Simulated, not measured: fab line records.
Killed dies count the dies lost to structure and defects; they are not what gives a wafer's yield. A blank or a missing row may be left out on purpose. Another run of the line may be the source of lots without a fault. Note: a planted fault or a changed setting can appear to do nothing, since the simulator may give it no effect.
Code-filled problem report in 8D (eight disciplines) form ; flow sky130 ; the parts of the form that need people (team, actions taken, sign-off) are left out

== 1. PROBLEM STATEMENT ==
Mean of beamOnS at SKY_LDD_N_IMPLANT_15: 13.46 s across 6 wafers in 2 lots; on wafers with no fault it is 10.04 s (standard deviation 0.19). Measured from the usual mean, that is +18 standard deviations.
First seen on wafer L806.3, day 22 17:58, on implanter-01. Wafers with a number at this step in the record: 42, from 14 lots. The rule behind "out" and "out of limits": a value lying over 4 standard deviations away from the usual mean. Any other wafer with a number is counted as sound.

== 2. WHAT IT IS AND WHAT IT IS NOT ==
question;is;is not
which readings at this step;beamOnS, faradayCurrentUA;-
which lots;L806, L807;L793, L794, L795, L796, L797, L798, L799, L810, L812, L814, L815, L816
which wafers of those lots;all that have a number;-
read on which tools;implanter-01;implanter-02, implanter-03
when;from day 22 17:58;"up to then (21 sound wafers); but 15 sound wafers of L810, L812, L814, L815, L816 came after"

== 3. SUSPECTS, AND WHAT RULES EACH OUT ==
Counting: a tool stays on the suspect list if, at a process step up to the reading, it processed all lots that are out and no sound lot following the first of them.
- implanter-01 at SKY_LDD_N_IMPLANT_15: ruled out as a lasting fault. Following L806 (day 22 17:58), the first lot on it that is out, the sound lots L814 were run on it.
Left after counting: nothing in the record.

== 4. THE CAUSE (what the simulator had put in) ==
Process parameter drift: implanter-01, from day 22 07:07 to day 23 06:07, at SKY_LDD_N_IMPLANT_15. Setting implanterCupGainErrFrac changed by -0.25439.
Counting ruled it out, wrongly.

== 5. SEQUENCE OF EFFECTS, ordered by route ==
Rows list readings where the struck wafers' mean (over those with a number) sits beyond 3 standard deviations from the usual. Only readings whose record carries a usual standard deviation are examined. hours: median over the lots of the time between each lot's start at the first step of this table that gives one and its start at this step. sigmas: the change, counted in usual standard deviations.
hours;step;reading;usual;on struck wafers;change;sigmas
0;SKY_LDD_N_IMPLANT_15;beamOnS;10.04 s;13.46;+3.42;+18
0;SKY_LDD_N_IMPLANT_15;faradayCurrentUA;28.1;20.9;-7.2;-14
Its process steps:
- SKY_LDD_N_IMPLANT_15
At these later measuring or inspecting steps, every struck wafer for which the step has a row has a number for every such reading, and none has moved that far: SKY_SD_P_CD_MEAS_07, SKY_CONTACT_THK_MEAS_01, SKY_METAL1_CD_MEAS_15.

== 6. WHAT WOULD HAVE CAUGHT IT SOONER ==
In this record no reading fell out of limits until day 22 17:58, 11 hours after the fault had begun at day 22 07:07.
